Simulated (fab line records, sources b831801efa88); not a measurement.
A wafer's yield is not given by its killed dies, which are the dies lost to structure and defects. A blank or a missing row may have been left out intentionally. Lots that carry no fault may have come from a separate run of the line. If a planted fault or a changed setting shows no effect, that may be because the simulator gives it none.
Which tool is to blame? | flow gf180mcu | 12 lots (36 wafers sampled), 1 step of a 602-step route

WHAT EACH GAUGE READ, for each wafer
GF_NWELL_OVL_MEAS_07.
lot  | measured    | on         | NWELL_OVL (nm)
L075 | day 3 13:36 | overlay-01 | 0.8 0.7 0.0
L077 | day 4 03:24 | overlay-02 | 0.6 0.4 0.9
L079 | day 4 11:15 | overlay-01 | -5.4 -5.4 -4.7
L081 | day 4 21:03 | overlay-02 | -1.8 -1.0 -1.9
L083 | day 5 08:16 | overlay-02 | 0.3 -0.4 -1.2
L085 | day 5 19:34 | overlay-02 | -2.2 -2.3 -2.0
L087 | day 6 05:39 | overlay-02 | -0.3 -1.7 -0.5
L089 | day 6 17:19 | overlay-01 | -0.6 -3.7 -3.2
L091 | day 7 02:34 | overlay-01 | 0.3 0.3 -0.1
L093 | day 7 14:37 | overlay-01 | -1.4 -1.3 -2.9
L095 | day 8 01:34 | overlay-02 | 1.0 -0.8 0.5
L097 | day 8 15:45 | overlay-01 | 0.0 1.4 0.3

WHAT TOOL EACH LOT RAN ON (gives the tool, then ch and the chambers of the sampled wafers, and finally the start)
Record: no process step prior to these readings.

THE ANSWER, worked out from the rows above alone
Rule: the lots themselves supply what counts as usual. The widest of any qualifying gaps counts: lots, ordered by their means at a reading, are off when they make up no more than a third of the lots, leave a main group of 4 or more, and stand apart from it by 3 or more times the standard deviation of that group's means. A main group is skipped when, at the precision printed for the reading in the tables above, its means are all equal. Also off: a lot with no number at a reading for which 4 or more lots have one. All remaining lots with rows at the step are treated as sound.
No lot is off at any reading shown: from this, nothing can be told.

WHAT WAS PUT IN BY THE SIMULATOR
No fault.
